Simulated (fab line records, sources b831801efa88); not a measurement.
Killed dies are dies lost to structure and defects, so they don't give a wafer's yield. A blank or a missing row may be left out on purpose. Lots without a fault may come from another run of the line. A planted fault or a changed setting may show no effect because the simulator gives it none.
Which tool did it? | flow sky130 | 12 lots, 36 wafers sampled, at 3 steps of a route of 708

WHAT THE GAUGES READ, wafer by wafer
SKY_NWELL_OVL_MEAS_23.
lot  | measured     | on         | NWELL_01_OVL (nm)
L697 | day 5 21:43  | overlay-01 | -1.1 0.0 -0.9
L696 | day 5 22:07  | overlay-01 | 1.3 1.9 0.9
L699 | day 6 00:58  | overlay-02 | 0.2 1.4 1.6
L698 | day 6 02:12  | overlay-01 | -3.0 -1.6 -1.2
L701 | day 6 11:40  | overlay-02 | -0.7 -0.9 -0.9
L703 | day 7 00:28  | overlay-02 | 1.1 1.4 2.2
L712 | day 9 19:52  | overlay-02 | 241.5 243.8 241.4 240.9 243.5 241.3
L714 | day 10 05:19 | overlay-02 | 239.3 239.3 240.6 239.6 239.5 240.2
L715 | day 10 09:29 | overlay-01 | -0.8 0.3 -2.3
L716 | day 10 12:22 | overlay-01 | -0.6 0.0 -0.5
L717 | day 11 02:03 | overlay-01 | -1.2 -0.6 -0.7
L719 | day 11 11:27 | overlay-02 | -2.0 -1.4 -1.1

SKY_VIA2_THK_MEAS_01.
lot  | measured     | on            | VIA2_HDPCVD_THK (nm)
L697 | day 35 23:29 | film_metro-02 | 1201 1170 1212
L696 | day 36 18:02 | film_metro-01 | 1178 1174 1177
L699 | day 36 17:11 | film_metro-01 | 1191 1188 1191
L698 | day 36 18:11 | film_metro-03 | 1185 1180 1216
L701 | day 36 22:24 | film_metro-03 | 1180 1207 1181
L703 | day 37 11:18 | film_metro-03 | 1160 1174 1155
L715 | day 41 09:29 | film_metro-02 | 1169 1156 1179
L716 | day 41 15:46 | film_metro-03 | 1177 1185 1189
L717 | day 42 02:50 | film_metro-01 | 1209 1184 1216
L719 | day 42 11:10 | film_metro-02 | 1167 1174 1199

WHICH TOOL RAN EACH LOT (tool, then ch and the chambers of the sampled wafers, then the start)
lot  | SKY_NWELL_EXPOSE_20
L697 | iline_stepper-01 ch 0, day 5 13:13
L696 | iline_stepper-02 ch 0, day 5 13:49
L699 | iline_stepper-02 ch 0, day 5 16:43
L698 | iline_stepper-01 ch 0, day 5 17:34
L701 | iline_stepper-01 ch 0, day 6 03:10
L703 | iline_stepper-02 ch 0, day 6 15:10
L712 | iline_stepper-02 ch 0, day 9 08:53
L714 | iline_stepper-02 ch 0, day 9 18:13
L715 | iline_stepper-01 ch 0, day 9 22:16
L716 | iline_stepper-01 ch 0, day 10 01:31
L717 | iline_stepper-01 ch 0, day 10 13:38
L719 | iline_stepper-01 ch 0, day 11 00:26
- SKY_NWELL_EXPOSE_20: exposes mask NWM COMPLEMENT, target cd 840 nm.

WHAT THE TOOLS THEMSELVES READ (means of the sampled wafers that have a number; where no wafer has one, the mark that the record gives instead)
The record holds no such reading with a usual standard deviation.

THE ANSWER, worked out from the rows above alone
Rule: what is usual is taken from the lots themselves. Put in order of their means at a reading, lots are off if they are a third of the lots or fewer, leave a main group of 4 or more, and stand apart from it by a gap of 3 or more times the standard deviation of the main group's means; of several such gaps the widest counts. A main group whose means are all the same, to the digits that the tables above print for the reading, isn't used. A lot without any number at a reading at which 4 lots or more have one is off too. The other lots that the step has rows for count as sound. The gauges are gone through in route order, then the tools' own readings, and for those a lot's mean is taken as printed above. The first step at which some lot is off is used, and at that step the reading that is off furthest; a lot without a number counts as furthest.
Off: L712, L714, at SKY_NWELL_OVL_MEAS_23 (NWELL_01_OVL). The main group: mean -0.3 nm, standard deviation 1.2.
A tool fits if, at a process step before that reading, it ran every lot that is off, and no sound lot after the first of them. The gauges at SKY_NWELL_OVL_MEAS_23 are tried like those tools. One fits: iline_stepper-02 at SKY_NWELL_EXPOSE_20. Its last sound lot is L703 (day 6 15:10), its first lot that is off L712 (day 9 08:53): a fault that began between those two fits.

WHAT THE SIMULATOR HAD PUT IN
Scanner matching overlay: iline_stepper-02, from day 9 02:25 on, at SKY_NWELL_EXPOSE_20. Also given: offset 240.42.
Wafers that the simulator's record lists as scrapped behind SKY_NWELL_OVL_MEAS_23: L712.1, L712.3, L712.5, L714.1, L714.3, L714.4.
Lots struck among those shown: L712, L714. The rule above found the same.
